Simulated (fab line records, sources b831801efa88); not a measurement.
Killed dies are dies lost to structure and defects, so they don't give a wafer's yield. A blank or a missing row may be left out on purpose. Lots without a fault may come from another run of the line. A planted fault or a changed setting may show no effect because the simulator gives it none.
fab line records | flow sky130
record lots=12 wafers=36 last_day=50
route steps=708 shown CAP2M@615 VIA4@651 METAL5@664 PAD_OPEN@708
lots that met no fault: from a run of the same line without faults
start_h: hours from the record's first day to the start of the lot's first wafer shown | wait_h: hours since the lot's step before | " the same as in the row above | L1.1+2: a row that stands for several wafers | - no value, or no start given | * or withheld: withheld | < > ~ a bound
route shown NAME@n: a module of which the file shows steps, and the number in the route of the first | usual: mean/standard deviation of fault-free wafers | same: alike in all rows | chamber/n: place in a boat | sites: the reading at each site | _std_site: their standard deviation | _edge_site: outer sites' mean less inner sites' | radius_mm: how far each site lies from the wafer's centre | mask NAME#n: copy n | behind: the tool/chamber that last shaped the wafer | hold: why the lot was held/for how many hours/how that ended | device: the transistor (n, p or np) that didn't switch | end of line: the same wafers' tests at the end of the route | a step without rows: its recipe alone | killed: dies lost to structure and defects at the first sort, not the wafer's yield | map: a wafer's dies, x killed, . not, _ none there
set.NAME: the setting as run; set.NAME@STEP: as run at that earlier step | model.NAME: the simulator's own value behind a step, which no gauge read
steps of the route over a sample of lots; a table a step, a row a wafer
services: from which hour (start_h, from the record's first day; less than 0 if before it) a tool's chamber was out of use, for how many hours, and why
## steps
# step SKY_CAP2M_OVL_MEAS_12
# usual CAP2M_OVL=-0.8/1.5
# columns lot.wafer tool chamber start_h wait_h CAP2M_OVL[nm]
L888.1 overlay-02 - 943.67 0.1 -0.6
L888.4 " - " " -0.3
L888.5 " - " " 0.0
L890.1 overlay-02 - 974.83 0.1 -4.1
L890.2 " - " " -2.3
L890.6 " - " " -2.3
L893.1 overlay-02 - 990.32 0.1 -1.3
L893.3 " - " " -0.7
L893.6 " - " " -1.1
L894.1 overlay-02 - 1000.87 0.1 -3.6
L894.4 " - " " -1.9
L894.6 " - " " -3.6
L895.2 overlay-01 - 1006.34 0.1 -2.1
L895.5 " - " " -1.2
L895.6 " - " " 0.8
L897.2 overlay-01 - 1015.08 0.1 1.5
L897.3 " - " " 0.0
L897.5 " - " " -0.5
L899.1 overlay-02 - 1033.73 0.1 1.0
L899.4 " - " " -0.6
L899.5 " - " " 0.3
L902.2 overlay-02 - 1046.63 0.1 1.3
L902.3 " - " " 2.0
L902.4 " - " " 0.0
L905.1 overlay-02 - 1071.62 0.1 -0.7
L905.5 " - " " -1.1
L905.6 " - " " -1.5
L907.1 overlay-01 - 1096.12 0.1 -2.1
L907.2 " - " " -2.5
L907.6 " - " " -0.8
L910.2 overlay-02 - 1104.19 0.1 -2.3
L910.3 " - " " -4.3
L910.6 " - " " -2.4
L911.2 overlay-02 - 1106.73 0.1 2.3
L911.4 " - " " 1.4
L911.5 " - " " 1.7
# step SKY_VIA4_ETCH_12
# recipe target=SiO2 chemistry=C4F8/O2/Ar stop_on=TiN mask_material=NOVOLAK source_w=1500 bias_w=1200 pressure_mtorr=40 c4f8_flow_sccm=withheld O2_flow_sccm=6 Ar_flow_sccm=300 time_s=withheld target_depth_a=5800
# usual oes_product_au=0.925/0.0043
# columns lot.wafer tool chamber start_h wait_h oes_product_au
L888.1 rie_diel-02 0 991.81 0.0 0.924
L888.4 " 1 " " 0.920
L888.5 " 1 " " 0.920
L890.1 rie_diel-04 2 1024.06 0.0 0.918
L890.2 " 3 " " 0.920
L890.6 " 3 " " 0.927
L893.1 rie_diel-04 3 1038.84 0.0 0.923
L893.3 " 0 " " 0.926
L893.6 " 1 " " 0.919
L894.1 rie_diel-01 0 1048.84 0.0 0.926
L894.4 " 2 " " 0.925
L894.6 " 0 " " 0.928
L895.2 rie_diel-02 1 1053.72 0.0 0.920
L895.5 " 2 " " 0.921
L895.6 " 3 " " 0.926
L897.2 rie_diel-02 2 1061.22 0.0 0.924
L897.3 " 0 " " 0.924
L897.5 " 1 " " 0.925
L899.1 rie_diel-01 2 1079.04 0.0 0.922
L899.4 " 1 " " 0.921
L899.5 " 3 " " 0.932
L902.2 rie_diel-02 0 1091.59 0.0 0.926
L902.3 " 3 " " 0.931
L902.4 " 1 " " 0.926
L905.1 rie_diel-04 0 1114.29 0.0 0.932
L905.5 " 1 " " 0.926
L905.6 " 0 " " 0.929
L907.1 rie_diel-01 2 1137.37 0.0 0.929
L907.2 " 0 " " 0.929
L907.6 " 0 " " 0.935
L910.2 rie_diel-02 0 1145.92 0.0 0.926
L910.3 " 2 " " 0.922
L910.6 " 2 " " 0.927
L911.2 rie_diel-01 2 1147.00 0.0 0.924
L911.4 " 1 " " 0.924
L911.5 " 2 " " 0.926
# step SKY_VIA4_CMP_21
# recipe stop_on=SiO2 t_overpolish_s=25 down_force_psi=3.5 platen_rpm=60 target_thk_nm=0 pad_velocity_m_s=0.94248
# usual edge_zone_pressure_frac=0.999/0.0051 motor_current_A=10.1/1.2 overpolish_run_s=24.999/0.0098 platen_rpm=60.00/0.041 time_to_endpoint_s=121/3.9
# columns lot.wafer tool chamber start_h wait_h edge_zone_pressure_frac motor_current_A overpolish_run_s platen_rpm time_to_endpoint_s
L888.1 cmp-02 0 993.01 0.1 0.991 12.1 24.999 60.00 115
L888.4 " 1 " " 0.998 11.0 24.995 59.97 119
L888.5 " 3 " " 0.995 10.1 24.989 60.04 114
L890.2 cmp-01 0 1025.25 0.1 1.003 10.4 25.023 59.98 125
L890.1 " 1 " " 1.006 9.8 24.996 60.05 126
L890.6 " 2 " " 1.003 8.8 25.000 59.96 126
L893.1 cmp-01 2 1039.97 0.1 0.999 9.0 25.004 60.00 115
L893.3 " 0 " " 1.001 10.3 24.986 59.98 121
L893.6 " 1 " " 1.002 10.0 24.983 59.95 116
L894.1 cmp-02 2 1049.98 0.1 1.007 7.5 25.012 59.98 125
L894.4 " 0 " " 1.001 11.8 24.979 60.02 119
L894.6 " 1 " " 0.993 11.2 25.003 60.01 122
L895.2 cmp-01 3 1054.93 0.2 0.992 11.2 24.998 59.97 123
L895.5 " 0 " " 0.995 10.6 25.013 60.07 123
L895.6 " 1 " " 0.999 9.3 25.007 60.08 119
L897.2 cmp-01 2 1062.28 0.0 1.005 9.4 24.999 60.00 121
L897.3 " 0 " " 0.991 10.6 24.986 60.02 123
L897.5 " 2 " " 1.007 9.3 25.003 60.02 124
L899.4 cmp-01 1 1081.47 1.4 0.999 10.1 24.991 59.99 128
L899.1 " 2 " " 1.016 9.3 25.011 59.98 126
L899.5 " 2 " " 1.007 9.6 24.998 59.91 130
L902.4 cmp-01 0 1092.88 0.2 1.008 10.5 0.040 60.04 190
L902.2 " 1 " " 0.996 10.4 0.046 59.95 189
L902.3 " 3 " " 0.996 10.5 0.035 60.04 190
L905.1 cmp-02 0 1115.37 0.1 1.005 11.7 24.994 59.92 122
L905.5 " 0 " " 1.002 11.6 25.005 59.97 118
L905.6 " 1 " " 0.998 11.2 25.004 60.00 127
L907.2 cmp-01 0 1138.63 0.1 1.000 10.2 0.035 59.99 196
L907.1 " 2 " " 1.000 8.8 0.037 60.04 192
L907.6 " 0 " " 1.000 10.4 0.035 59.95 196
L910.3 cmp-02 0 1147.13 0.1 0.997 11.2 25.013 60.02 116
L910.2 " 2 " " 1.004 8.1 24.993 59.94 121
L910.6 " 3 " " 1.007 10.3 24.984 60.01 121
L911.2 cmp-02 1 1148.06 0.0 0.992 10.6 25.016 59.99 118
L911.4 " 2 " " 0.996 7.9 25.014 60.01 122
L911.5 " 1 " " 1.000 11.4 25.008 60.01 125
# step SKY_METAL5_SPUTTER_03
# recipe material=Ti target_thk_nm=5 power_w=3000 time_s=3.3 chamber_pressure_pa=0.4
# usual throttle_valve_pct=29.6/1
# columns lot.wafer tool chamber start_h wait_h throttle_valve_pct
L888.1 pvd_sputter-01 - 993.30 0.0 27.7
L888.4 " - " " 30.2
L888.5 " - " " 30.2
L890.1 pvd_sputter-03 - 1025.55 0.0 30.5
L890.2 " - " " 28.7
L890.6 " - " " 31.8
L893.1 pvd_sputter-03 - 1040.32 0.0 30.2
L893.3 " - " " 30.4
L893.6 " - " " 30.1
L894.1 pvd_sputter-01 - 1050.33 0.0 30.0
L894.4 " - " " 30.3
L894.6 " - " " 27.8
L895.2 pvd_sputter-01 - 1055.18 0.0 30.4
L895.5 " - " " 27.9
L895.6 " - " " 29.2
L897.2 pvd_sputter-03 - 1062.68 0.0 28.6
L897.3 " - " " 31.7
L897.5 " - " " 28.5
L899.1 pvd_sputter-03 - 1081.86 0.0 31.4
L899.4 " - " " 28.6
L899.5 " - " " 31.5
L905.1 pvd_sputter-03 - 1115.78 0.0 28.3
L905.5 " - " " 30.0
L905.6 " - " " 30.4
L910.2 pvd_sputter-01 - 1147.48 0.0 29.9
L910.3 " - " " 27.8
L910.6 " - " " 30.2
L911.2 pvd_sputter-03 - 1148.46 0.0 30.7
L911.4 " - " " 30.1
L911.5 " - " " 30.5
# step SKY_PAD_OPEN_PROBE_99
# usual defect_limited_yield=82.4/1.8 killed_at_M0_to_M3=45/6.8 killed_at_M4_up=3.2/1.6 killed_at_contacts=24/5.1 killed_at_front_end=14/4.4 killed_at_other=0.4/0.65 killed_dies=87/8.8 killed_on_rim=17/3.6 killed_open=47/7.2 killed_short=39/6.1 sort_bin_3_pad_short=0.9/0.38 sort_bin_5_function=10.4/1.5 sort_bin_6_memory=6.4/1.1 sort_n_pass=405/8.8 sort_yield_pct=82.4/1.8
# same gross_dies=492 killed_at_back_side=0 sort_bin_4_leakage[%]=0 sort_bin_8_speed[%]=0
# columns lot.wafer tool chamber start_h wait_h defect_limited_yield[%] killed_at_M0_to_M3 killed_at_M4_up killed_at_contacts killed_at_front_end killed_at_other killed_dies killed_on_rim killed_open killed_short sort_bin_3_pad_short[%] sort_bin_5_function[%] sort_bin_6_memory[%] sort_n_pass sort_yield_pct[%]
L888.1 prober-01 - 1063.79 0.1 81.3 37 5 31 19 0 92 17 49 43 1.0 10.8 6.9 400 81.3
L888.4 prober-01 - 1063.94 0.2 84.1 42 3 24 9 0 78 15 44 34 1.0 8.1 6.7 414 84.1
L888.5 prober-01 - 1063.99 0.2 79.9 46 1 27 25 0 99 18 54 44 0.4 11.8 7.9 393 79.9
L890.1 prober-02 - 1092.89 0.1 82.5 39 6 19 20 2 86 14 45 40 0.6 11.0 5.9 406 82.5
L890.2 prober-02 - 1092.94 0.1 82.5 39 4 21 22 0 86 13 48 37 0.4 11.8 5.3 406 82.5
L890.6 prober-02 - 1093.14 0.2 82.1 46 3 27 11 1 88 13 52 36 0.6 11.4 5.9 404 82.1
L893.1 prober-01 - 1104.90 0.1 84.6 45 2 23 5 1 76 21 33 42 1.0 9.1 5.3 416 84.6
L893.3 prober-01 - 1105.00 0.2 81.5 50 4 30 7 0 91 19 51 40 0.8 10.2 7.5 401 81.5
L893.6 prober-01 - 1105.15 0.2 79.9 51 2 27 16 3 99 21 46 50 1.4 10.6 8.1 393 79.9
L894.1 prober-02 - 1114.84 0.1 81.9 49 5 25 9 1 89 20 48 40 1.2 11.6 5.3 403 81.9
L894.4 prober-02 - 1114.99 0.2 83.3 42 2 27 11 0 82 19 48 33 0.8 10.6 5.3 410 83.3
L894.6 prober-02 - 1115.09 0.2 82.9 38 3 32 11 0 84 15 50 34 1.0 10.4 5.7 408 82.9
L895.2 prober-01 - 1120.45 0.1 83.9 38 2 20 19 0 79 21 38 41 0.6 8.1 7.3 413 83.9
L895.5 prober-01 - 1120.60 0.2 83.3 52 2 20 7 1 82 20 52 28 1.2 9.1 6.3 410 83.3
L895.6 prober-01 - 1120.65 0.2 81.5 48 3 22 18 0 91 12 45 46 0.8 10.6 7.1 401 81.5
L897.2 prober-01 - 1126.39 0.1 82.9 52 0 21 11 0 84 25 46 38 0.4 10.8 5.9 408 82.9
L897.3 prober-01 - 1126.44 0.2 85.8 41 3 19 6 1 70 13 41 29 1.2 8.1 4.9 422 85.8
L897.5 prober-01 - 1126.54 0.2 82.3 46 4 23 12 2 87 20 52 35 0.8 10.8 6.1 405 82.3
L899.1 prober-02 - 1144.91 0.1 80.9 53 3 23 14 1 94 20 47 45 1.0 9.8 8.3 398 80.9
L899.4 prober-02 - 1145.06 0.2 79.7 58 1 26 15 0 100 22 59 41 0.6 14.0 5.7 392 79.7
L899.5 prober-02 - 1145.11 0.2 80.7 50 7 23 14 1 95 14 56 38 0.8 11.8 6.7 397 80.7
L902.2 prober-02 - 1153.63 0.1 0 38 415 27 12 0 492 96 34 46 85.0 10.2 4.9 0 0
L902.3 prober-02 - 1153.68 0.2 0 47 403 21 20 1 492 96 49 44 82.1 11.6 6.3 0 0
L902.4 prober-02 - 1153.73 0.2 0 54 406 17 15 0 492 96 41 46 83.3 10.4 6.3 0 0
L907.1 prober-01 - 1193.47 0.1 0 49 413 16 14 0 492 96 45 37 84.1 9.6 6.3 0 0
L907.2 prober-01 - 1193.52 0.1 0 51 399 24 18 0 492 96 58 37 81.3 10.8 7.9 0 0
L907.6 prober-01 - 1193.72 0.2 0 44 403 28 17 0 492 96 44 47 82.1 11.2 6.7 0 0
# killed by level:class
L888.1 LI_CONTACT:geometric_particle:open=10 CONTACT:geometric_particle:open=10 CONTACT:geometric_particle:short=8 METAL2:geometric_particle:short=8 VIA1:geometric_particle:open=7 VIA2:geometric_particle:open=5 FIELD_ISO:geometric_particle:short=4 METAL1:geometric_particle:short=4
L888.4 VIA1:geometric_particle:open=12 CONTACT:geometric_particle:open=11 METAL2:geometric_particle:short=10 VIA3:geometric_particle:open=7 LI_CONTACT:geometric_particle:open=5 FIELD_ISO:geometric_particle:short=4 CONTACT:geometric_particle:short=4 POLY_GATE:geometric_particle:open=2
L888.5 CONTACT:geometric_particle:open=15 VIA3:geometric_particle:open=12 FIELD_ISO:geometric_particle:short=7 METAL2:geometric_particle:short=7 VIA1:geometric_particle:open=7 LI_CONTACT:geometric_particle:open=5 VIA1:geometric_particle:short=5 POLY_GATE:geometric_particle:short=4
L890.1 FIELD_ISO:geometric_particle:open=10 VIA1:geometric_particle:open=10 CONTACT:geometric_particle:open=9 VIA2:geometric_particle:open=6 METAL4:geometric_particle:short=6 METAL1:geometric_particle:short=5 FIELD_ISO:geometric_particle:short=4 POLY_GATE:geometric_particle:short=4
L890.2 LI_CONTACT:geometric_particle:open=10 VIA1:geometric_particle:open=7 POLY_GATE:geometric_particle:open=6 METAL2:geometric_particle:short=6 VIA2:geometric_particle:open=6 POLY_GATE:geometric_particle:short=5 FIELD_ISO:geometric_particle:short=4 CONTACT:geometric_particle:open=4
L890.6 LI_CONTACT:geometric_particle:open=10 CONTACT:geometric_particle:open=10 VIA1:geometric_particle:open=9 METAL1:geometric_particle:short=8 VIA2:geometric_particle:open=6 VIA3:geometric_particle:open=6 POLY_GATE:geometric_particle:open=5 VIA3:geometric_particle:short=5
L893.1 METAL1:geometric_particle:short=8 LI_CONTACT:geometric_particle:open=7 CONTACT:geometric_particle:open=7 VIA3:geometric_particle:open=6 VIA1:geometric_particle:open=6 VIA3:geometric_particle:short=5 VIA2:geometric_particle:open=4 LOCAL_INTERCONNECT:geometric_particle:short=4
L893.3 VIA3:geometric_particle:open=13 CONTACT:geometric_particle:open=13 METAL2:geometric_particle:short=9 LI_CONTACT:geometric_particle:open=7 CONTACT:geometric_particle:short=7 VIA1:geometric_particle:open=5 VIA1:geometric_particle:short=4 VIA3:geometric_particle:short=4
L893.6 CONTACT:geometric_particle:open=16 METAL2:geometric_particle:short=8 CONTACT:geometric_particle:short=7 VIA2:geometric_particle:open=7 VIA1:geometric_particle:open=7 METAL3:geometric_particle:short=6 VIA1:geometric_particle:short=6 FIELD_ISO:geometric_particle:short=4
L894.1 VIA1:geometric_particle:open=10 METAL1:geometric_particle:short=9 LI_CONTACT:geometric_particle:open=8 CONTACT:geometric_particle:open=8 VIA2:geometric_particle:open=7 CONTACT:geometric_particle:short=6 METAL2:geometric_particle:short=6 VIA3:geometric_particle:open=5
L894.4 CONTACT:geometric_particle:open=13 VIA2:geometric_particle:open=9 METAL1:geometric_particle:short=8 VIA3:geometric_particle:open=7 METAL2:geometric_particle:short=6 LI_CONTACT:geometric_particle:open=4 CONTACT:geometric_particle:short=4 VIA1:geometric_particle:open=4
L894.6 CONTACT:geometric_particle:open=9 VIA1:geometric_particle:open=9 LI_CONTACT:geometric_particle:open=9 METAL1:geometric_particle:short=7 VIA2:geometric_particle:open=5 VIA3:geometric_particle:open=5 VIA2:geometric_particle:short=4 LOCAL_INTERCONNECT:geometric_particle:open=4
L895.2 METAL1:geometric_particle:short=9 CONTACT:geometric_particle:open=8 FIELD_ISO:geometric_particle:short=5 FIELD_ISO:geometric_particle:open=5 LI_CONTACT:geometric_particle:open=5 VIA1:geometric_particle:open=5 VIA2:geometric_particle:short=5 VIA3:geometric_particle:open=5
L895.5 VIA1:geometric_particle:open=17 LI_CONTACT:geometric_particle:open=8 VIA3:geometric_particle:open=8 METAL1:geometric_particle:short=7 CONTACT:geometric_particle:open=6 VIA2:geometric_particle:open=6 POLY_GATE:geometric_particle:short=3 CONTACT:geometric_particle:short=3
L895.6 VIA1:geometric_particle:open=12 FIELD_ISO:geometric_particle:short=8 VIA1:geometric_particle:short=8 CONTACT:geometric_particle:short=7 METAL2:geometric_particle:short=7 LI_CONTACT:geometric_particle:open=6 CONTACT:geometric_particle:open=6 METAL1:geometric_particle:short=5
L897.2 VIA1:geometric_particle:open=12 VIA2:geometric_particle:open=10 CONTACT:geometric_particle:open=9 VIA1:geometric_particle:short=5 VIA3:geometric_particle:open=5 LI_CONTACT:geometric_particle:open=4 METAL2:geometric_particle:short=4 VIA2:geometric_particle:short=4
L897.3 VIA2:geometric_particle:open=10 VIA1:geometric_particle:open=8 CONTACT:geometric_particle:open=7 VIA3:geometric_particle:open=6 METAL1:geometric_particle:short=4 LOCAL_INTERCONNECT:geometric_particle:short=4 FIELD_ISO:geometric_particle:open=3 LI_CONTACT:geometric_particle:open=3
L897.5 VIA2:geometric_particle:open=11 CONTACT:geometric_particle:open=11 VIA3:geometric_particle:open=8 VIA1:geometric_particle:open=6 VIA1:geometric_particle:short=6 LI_CONTACT:geometric_particle:open=5 POLY_GATE:geometric_particle:open=4 FIELD_ISO:geometric_particle:short=3
L899.1 VIA2:geometric_particle:open=11 VIA1:geometric_particle:open=9 CONTACT:geometric_particle:open=8 METAL1:geometric_particle:short=8 LOCAL_INTERCONNECT:geometric_particle:short=6 VIA3:geometric_particle:open=5 POLY_CUT:geometric_particle:short=4 CONTACT:geometric_particle:short=4
L899.4 CONTACT:geometric_particle:open=11 VIA2:geometric_particle:open=11 VIA1:geometric_particle:open=11 VIA3:geometric_particle:open=9 LI_CONTACT:geometric_particle:open=6 METAL2:geometric_particle:short=6 FIELD_ISO:geometric_particle:open=5 VIA2:geometric_particle:short=5
L899.5 VIA3:geometric_particle:open=11 VIA2:geometric_particle:open=9 CONTACT:geometric_particle:open=9 METAL2:geometric_particle:short=7 VIA1:geometric_particle:open=6 LI_CONTACT:geometric_particle:open=5 METAL2:geometric_particle:open=5 LI_CONTACT:geometric_particle:short=4
L902.2 VIA4:area_cmp=412 LI_CONTACT:geometric_particle:open=7 CONTACT:geometric_particle:open=7 METAL2:geometric_particle:short=6 VIA1:geometric_particle:short=5 VIA3:geometric_particle:short=5 VIA2:geometric_particle:short=5 FIELD_ISO:geometric_particle:short=4
L902.3 VIA4:area_cmp=398 CONTACT:geometric_particle:open=9 VIA1:geometric_particle:short=8 VIA3:geometric_particle:open=7 LI_CONTACT:geometric_particle:open=6 VIA1:geometric_particle:open=6 METAL2:geometric_particle:short=6 FIELD_ISO:geometric_particle:open=5
L902.4 VIA4:area_cmp=405 VIA1:geometric_particle:open=9 METAL2:geometric_particle:short=9 VIA1:geometric_particle:short=8 CONTACT:geometric_particle:open=8 METAL1:geometric_particle:short=6 VIA3:geometric_particle:open=6 LI_CONTACT:geometric_particle:open=5
L907.1 VIA4:area_cmp=410 VIA1:geometric_particle:open=12 VIA2:geometric_particle:open=9 METAL1:geometric_particle:short=7 CONTACT:geometric_particle:open=6 VIA3:geometric_particle:open=6 POLY_GATE:geometric_particle:short=5 POLY_GATE:geometric_particle:open=4
L907.2 VIA4:area_cmp=397 VIA1:geometric_particle:open=13 CONTACT:geometric_particle:open=11 METAL2:geometric_particle:short=7 LI_CONTACT:geometric_particle:open=6 VIA3:geometric_particle:open=6 METAL1:geometric_particle:short=5 VIA2:geometric_particle:open=5
L907.6 VIA4:area_cmp=401 VIA1:geometric_particle:open=12 CONTACT:geometric_particle:open=10 METAL1:geometric_particle:short=8 LOCAL_INTERCONNECT:geometric_particle:short=7 POLY_GATE:geometric_particle:short=6 VIA3:geometric_particle:open=6 FIELD_ISO:geometric_particle:short=5
## services
# columns tool chamber start_h hours kind
rie_diel-02 - 971.88 2.8 pm
rie_diel-01 1 978.05 4.4 repair
rie_diel-01 0 999.86 12.3 repair
rie_diel-01 2 1007.87 2.7 repair
rie_diel-01 1 1017.56 2.5 repair
cmp-01 - 1026.79 11.4 pm
rie_diel-02 2 1032.02 5.8 repair
pvd_sputter-01 - 1051.63 1.2 repair
cmp-02 - 1055.84 0.7 repair
cmp-02 - 1063.06 2.0 repair
cmp-02 - 1070.30 10.6 repair
cmp-02 - 1079.00 12.3 repair
cmp-02 - 1081.55 2.7 repair
cmp-01 - 1085.39 0.7 repair
cmp-02 - 1091.30 4.0 pm
cmp-02 - 1095.30 - consumable_replace:conditioner
cmp-01 - 1099.86 3.3 repair
pvd_sputter-01 - 1101.81 2.2 repair
cmp-01 - 1111.17 1.8 repair
rie_diel-01 0 1115.00 4.3 repair
pvd_sputter-03 - 1119.91 2.9 repair
cmp-02 - 1122.97 5.0 pm
rie_diel-04 - 1129.93 0.6 repair
pvd_sputter-03 - 1137.58 1.2 repair
## key
first_sign step=SKY_VIA4_CMP_21 reading=overpolish_run_s direction=down sigmas=99+ usual=24.999 struck=0.038
effect step=SKY_VIA4_CMP_21 reading=time_to_endpoint_s direction=up sigmas=18 usual=* struck=*
effect step=SKY_PAD_OPEN_PROBE_99 reading=killed_at_M4_up direction=up sigmas=99+ usual=3.2 struck=406.5
more_kills_born_at SKY_VIA4_CMP_21@cmp-01=2423
met_at SKY_VIA4_CMP_21
struck_lots L902,L907
later_rows_left_out L902.2,L902.3,L902.4,L907.1,L907.2,L907.6
not_acting_at SKY_CAP2M_OVL_MEAS_12,SKY_VIA4_ETCH_12,SKY_METAL5_SPUTTER_03
onset_between 1081.47 1092.88
fault kind=process_parameter_drift tool=cmp-01 chamber=- onset_h=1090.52 steps=SKY_VIA4_CMP_21 channel=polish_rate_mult offset=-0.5 shape=step end_h=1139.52
# later_rows_left_out: the simulator's readings of these wafers behind a module that went badly wrong aren't trusted and aren't shown, but for the sort
